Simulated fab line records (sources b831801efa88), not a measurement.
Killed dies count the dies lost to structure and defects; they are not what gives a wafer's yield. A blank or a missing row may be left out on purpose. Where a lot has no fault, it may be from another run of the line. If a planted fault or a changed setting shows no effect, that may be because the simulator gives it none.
8D (eight disciplines) problem report, filled in by code + flow gf180mcu + the parts of the form that need people (team, actions taken, sign-off) are left out

1. WHAT WENT WRONG
Wafers without a fault read 25.02 C, standard deviation 0.11; temp-c at GF_VT_IMPLANT_WET_ETCH_50 reads a mean of 23.81 C on 6 wafers belonging to 2 lots. Relative to the usual mean, that is a shift of -11 standard deviations.
The step: etches SiO2 in dHF, target depth 20 nm, time 400 s.
Earliest sighting: wafer L752.1 on wet-bench-01 at day 10 00:19. The record holds 42 wafers of 14 lots with a number at this step. By rule, "out" or "out of limits" means more than 4 standard deviations away from the usual mean. The other wafers with a number count as sound.

2. WHAT IT IS; WHAT IT IS NOT
| question                    | is                     | is not                                                                                                   |
|-----------------------------|------------------------|----------------------------------------------------------------------------------------------------------|
| which readings at this step | temp-c                 | -                                                                                                        |
| which lots                  | L751, L752             | L743, L744, L745, L748, L749, L753, L756, L759, L760, L762, L763, L766                                   |
| which wafers of those lots  | all that have a number | -                                                                                                        |
| read on which tools         | wet-bench-01           | wet-bench-02, wet-bench-04                                                                               |
| when                        | from day 10 00:19      | up to then (15 sound wafers); but 21 sound wafers of L753, L756, L759, L760, L762, L763, L766 came after |

3. SUSPECTS, AND WHAT RULES EACH OUT
Counting: a tool at a process step up to the reading stays a suspect if it ran every lot that is out and no sound lot after the first of them.
- wet-bench-01 at GF_VT_IMPLANT_WET_ETCH_50 (etches SiO2 in dHF, target depth 20 nm, time 400 s): ruled out as a lasting fault. The sound lots L762, L763 went through it after L752, its earliest lot that is out (day 10 00:19).
Left after counting: nothing in the record.

4. THE CAUSE (what the simulator had put in)
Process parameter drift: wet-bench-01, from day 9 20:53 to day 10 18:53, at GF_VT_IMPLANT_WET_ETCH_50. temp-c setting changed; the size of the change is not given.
Counting ruled it out, wrongly.

5. SEQUENCE OF EFFECTS, ordered by route
One row per reading whose mean, taken over the struck wafers that have a number, lies over 3 standard deviations from the usual. Only readings whose record carries a usual standard deviation are examined. hours: median over the lots of the time between each lot's start at the first step of this table that gives one and its start at this step. sigmas: the change, counted in usual standard deviations.
| hours | step                      | reading | usual   | on struck wafers | change | sigmas |
|-------|---------------------------|---------|---------|------------------|--------|--------|
| 0     | GF_VT_IMPLANT_WET_ETCH_50 | temp-c  | 25.02 C | 23.81            | -1.21  | -11    |
It contains these process steps:
- GF_VT_IMPLANT_WET_ETCH_50: etches SiO2 in dHF, target depth 20 nm, time 400 s.

6. HOW IT WOULD HAVE BEEN CAUGHT EARLIER
First out-of-limits reading in this record: day 10 00:19, which is 3 hours after fault onset at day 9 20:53.
